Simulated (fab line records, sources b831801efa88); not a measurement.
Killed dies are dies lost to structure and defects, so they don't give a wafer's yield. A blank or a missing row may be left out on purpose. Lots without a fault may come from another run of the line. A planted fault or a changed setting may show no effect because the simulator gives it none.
A struck lot beside a sound one | flow sky130 | 43 steps out of a route of 708
Sound: wafers L569.1, L569.2, L569.6. Struck: wafers L582.2, L582.5, L582.6. The cause comes at the end.
At each step with rows: each side's tool, then ch and its chambers, then its first start. Under that, the readings that differ: sound wafers | struck wafers | difference of the means | sigmas: that difference in standard deviations of wafers without a fault.
alike: readings whose means differ by less than 2 such deviations, and words and numbers that are the same on both sides. not compared: withheld readings, readings that some wafer has no value for, bounds like >300 that may hide the same value, and numbers for which the record gives no deviation and whose values overlap.
The two part at a step that has a row with sigmas, a row that says differs or no value, or rows on one side only. Numbers that don't overlap but have no deviation are shown without sigmas and don't part them. A reading that every wafer of one side lacks parts them only if that side has two wafers or more.

SKY_CAP2M_THK_MEAS_04: measures by xrf.
  sound on film_metro-03, day 40 13:53; struck on film_metro-03, day 44 02:03
  reading            | sound             | struck            | difference | sigmas
  CAP2M_TIN_THK (nm) | 192.8 193.7 194.6 | 197.7 197.5 198.0 | +4.0       | +2
then, 7 steps without rows for these wafers: SKY_CAP2M_DEHYDRATE_05 (time 60 s); SKY_CAP2M_HMDS_06 (prime time 60 s); SKY_CAP2M_COAT_07 (resist thk 1140 nm); SKY_CAP2M_SOFTBAKE_08 (time 60 s); SKY_CAP2M_EXPOSE_09 (exposes mask CAP2M, target cd 1000 nm); SKY_CAP2M_PEB_10; SKY_CAP2M_DEVELOP_11 (develop time 60 s).
SKY_CAP2M_OVL_MEAS_12:
  sound on overlay-02, day 41 14:28; struck on overlay-01, day 45 00:28
  alike: CAP2M_OVL
SKY_CAP2M_METAL_ETCH_13: etches TiN in Cl2/BCl3, stops on SiO2, target depth 220 nm, time 62.9 s.
  sound on rie_metal-02 ch 0,1, day 41 14:31; struck on rie_metal-03 ch 0,1, day 45 00:30
  alike: bias_w, drypump_motor_current_A, oes_product_au, throttle_valve_pct
  not compared: rf_hours_counter_h
SKY_CAP2M_STRIP_14: strips in O2/N2.
  sound on plasma_asher-01 ch 0,1, day 41 14:35; struck on plasma_asher-01 ch 0,1, day 45 00:35
  alike: drypump_motor_current_A, oes_product_au, strip_time_to_endpoint_s
  not compared: rf_hours_counter_h
then, 1 step without rows for these wafers: SKY_CAP2M_STRIP_15 (strips in post etch residue remover, time 1200 s).
SKY_CAP2M_CLEAN_16: cleans in IPA, time 180 s.
  sound on wet_bench-03 ch 0, day 41 15:04; struck on wet_bench-03 ch 0, day 45 01:01
then, 9 steps without rows for these wafers: SKY_CAP2M_CLEAN_17 (cleans in O3/DIW); SKY_METAL4_DEHYDRATE_05 (time 60 s); SKY_METAL4_HMDS_06 (prime time 60 s); SKY_METAL4_COAT_07 (resist thk 60 nm); SKY_METAL4_COAT_08 (resist thk 1140 nm); SKY_METAL4_SOFTBAKE_09 (time 90 s); SKY_METAL4_EXPOSE_10 (exposes mask MM4, target cd 300 nm); SKY_METAL4_PEB_11; SKY_METAL4_DEVELOP_12 (develop time 62.52 s).
SKY_METAL4_CD_MEAS_13: target cd 300 nm.
  sound on cd_sem-02, day 42 14:19; struck on cd_sem-02, day 45 22:47
  reading    | sound             | struck            | difference | sigmas
  cd_nm (nm) | 302.3 301.8 302.5 | 301.0 298.0 298.0 | -3.2       | -2
SKY_METAL4_OVL_MEAS_14:
  sound on overlay-01, day 42 14:26; struck on overlay-02, day 45 22:53
  alike: METAL4_OVL
then, 1 step without rows for these wafers: SKY_METAL4_DESCUM_15 (chemistry O2, time 8 s).
SKY_METAL4_ETCH_16: etches BARC in N2/H2, stops on SiO2, time 88.2 s, target depth 60 nm.
  sound on rie_metal-02 ch 0,1, day 42 14:31; struck on rie_metal-02 ch 1, day 45 23:01
  alike: bias_w, drypump_motor_current_A, oes_product_au, throttle_valve_pct
  not compared: rf_hours_counter_h
then, 2 steps without rows for these wafers: SKY_METAL4_ETCH_17 (etches SiO2 in C4F8/O2/Ar, stops on TiN, time 3.9 s, target depth 15 nm); SKY_METAL4_METAL_ETCH_18 (etches the open film in Cl2/BCl3, stops on SiO2, target depth 845 nm, time 183.1 s).
SKY_METAL4_STRIP_19: strips in O2/N2.
  sound on plasma_asher-02 ch 0,1, day 42 14:48; struck on plasma_asher-04 ch 0,1, day 45 23:23
  alike: drypump_motor_current_A, oes_product_au, strip_time_to_endpoint_s
  not compared: rf_hours_counter_h
then, 4 steps without rows for these wafers: SKY_METAL4_STRIP_20 (strips in post etch residue remover, time 1200 s); SKY_METAL4_CLEAN_21 (cleans in IPA, time 180 s); SKY_METAL4_CLEAN_22 (cleans in O3/DIW); SKY_VIA4_HDPCVD_00 (deposits SiO2, target thk 1750 nm, time 291.7 s).
SKY_VIA4_THK_MEAS_01:
  sound on film_metro-03, day 42 15:34; struck on film_metro-01, day 46 00:10
  alike: VIA4_HDPCVD_THK
SKY_VIA4_CMP_02: polishes SiO2.
  sound on cmp-02 ch 2,3, day 42 15:41; struck on cmp-01 ch 0,1,2, day 46 00:19
  alike: motor_current_A
SKY_VIA4_BOW_MEAS_03:
  sound on film_metro-03, day 42 15:56; struck on film_metro-03, day 46 00:32
  alike: VIA4_BOW
then, 6 steps without rows for these wafers: SKY_VIA4_DEHYDRATE_04 (time 60 s); SKY_VIA4_HMDS_05 (prime time 60 s); SKY_VIA4_COAT_06 (resist thk 1140 nm); SKY_VIA4_SOFTBAKE_07 (time 60 s); SKY_VIA4_EXPOSE_08 (exposes mask VIM4, target cd 800 nm); SKY_VIA4_PEB_09.
-- the record jumps here: 3 days lie between the struck wafers' starts before and after (it left off in module VIA4 and takes up again in module PAD_OPEN, whose first step shown is number 708 of the route) --
SKY_PAD_OPEN_PROBE_99:
  sound on prober-01, day 46 12:54; struck on prober-01, day 49 12:02
  reading                               | sound              | struck            | difference | sigmas
  defect_limited_yield (%)              | 82.7 82.7 84.1     | 73.6 74.8 75.0    | -8.7       | -5
  killed_at_other                       | 1 1 0              | 47 45 49          | +46        | +99 or more
  killed_dies                           | 85 85 78           | 130 124 123       | +43        | +5
  sort_bin_3_pad_short (%)              | 0.4 1.0 1.0        | 3.3 3.3 3.3       | +2.5       | +6
  sort_bin_5_function (%)               | 11.8 9.3 9.6       | 16.7 17.1 16.5    | +6.5       | +4
  sort_n_pass                           | 407 407 414        | 362 368 369       | -43        | -5
  sort_yield_pct (%)                    | 82.7 82.7 84.1     | 73.6 74.8 75.0    | -8.7       | -5
  model.etest.tester.sort_n_pass        | 407 407 414        | 362 368 369       | -43        |
  model.etest.tester.sort_yield_pct (%) | 82.72 82.72 84.15  | 73.58 74.8 75     | -8.74      |
  model.etest.tester.sort_bin_5_pct (%) | 11.79 9.35 9.553   | 16.67 17.07 16.46 | +6.50      |
  model.etest.tester.sort_bin_3_pct (%) | 0.4065 1.016 1.016 | 3.252 3.252 3.252 | +2.439     |
  alike: killed_at_M0_to_M3, killed_at_M4_up, killed_at_contacts, killed_at_front_end, killed_open, killed_short, sort_bin_6_memory

WHERE THEY PART
First at SKY_CAP2M_THK_MEAS_04; last, within this record, at SKY_PAD_OPEN_PROBE_99.

WHY: what the simulator had put in
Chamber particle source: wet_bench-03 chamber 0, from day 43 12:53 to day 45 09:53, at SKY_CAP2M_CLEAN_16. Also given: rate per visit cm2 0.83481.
